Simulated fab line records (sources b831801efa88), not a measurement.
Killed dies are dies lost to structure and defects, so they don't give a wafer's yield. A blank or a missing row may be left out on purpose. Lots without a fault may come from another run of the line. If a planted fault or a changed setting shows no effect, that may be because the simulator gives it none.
Which of the tools did it? -- flow sfq line -- 13 lots (39 wafers sampled), 1 step of a 325-step route

## WHAT THE GAUGES SHOWED, per wafer
SFQ_L0_RS_MEAS_901: measurement is done with a four-point probe. Usual: for L0_MONX_KI_RS the level is 43.5 ohm/sq and the standard deviation is 0.49.
lot,measured,on,L0_MONX_KI_RS (ohm/sq),flag
L408,day 1 12:35,film metro-03,43.4 43.0 43.5,
L409,day 1 17:36,film metro-01,43.1 43.6 42.9,
L410,day 1 22:36,film metro-03,43.4 43.9 43.6,
L411,day 2 03:36,film metro-03,43.0 43.4 42.7,
L412,day 2 08:35,film metro-01,43.9 43.1 43.9,
L413,day 2 13:37,film metro-04,43.7 43.9 43.6,
L416,day 3 04:34,film metro-01,43.1 43.9 43.2,
L419,day 3 19:34,film metro-03,42.6 42.7 43.1,
L421,day 4 05:35,film metro-04,43.4 44.0 43.9,
L424,day 4 20:37,film metro-03,43.9 43.5 43.9,
L426,day 5 06:35,film metro-03,42.9 43.2 42.9,
L430,day 6 02:36,film metro-04,43.6 42.9 44.0,
L431,day 6 07:37,film metro-01,42.7 42.6 42.8,

## EACH LOT AND THE TOOL THAT RAN IT (in order: tool; ch and the chambers of the sampled wafers; start)
There is no process step in the record ahead of these readings.

## AS READ BY THE TOOLS THEMSELVES (means over the sampled wafers that have a number; for cases with no such wafer, the mark the record gives instead)
The record holds no such reading with a usual standard deviation.

## THE ANSWER, worked out from the rows above alone
Rule: a lot is off if the mean of its wafers that have a number lies more than 3 standard deviations from the usual mean. Also off: a lot with no number at a reading for which 4 or more lots have one. Where the step has rows for the other lots, those lots are counted as sound. First the gauges in route order, then the tools' own readings, where a lot's mean is used as printed above. The first step at which some lot is off is used, and at that step the reading that is off furthest; a lot without a number counts as furthest.
No lot is off at any reading shown: from this, nothing can be told.

## WHAT THE SIMULATOR HAD PUT IN
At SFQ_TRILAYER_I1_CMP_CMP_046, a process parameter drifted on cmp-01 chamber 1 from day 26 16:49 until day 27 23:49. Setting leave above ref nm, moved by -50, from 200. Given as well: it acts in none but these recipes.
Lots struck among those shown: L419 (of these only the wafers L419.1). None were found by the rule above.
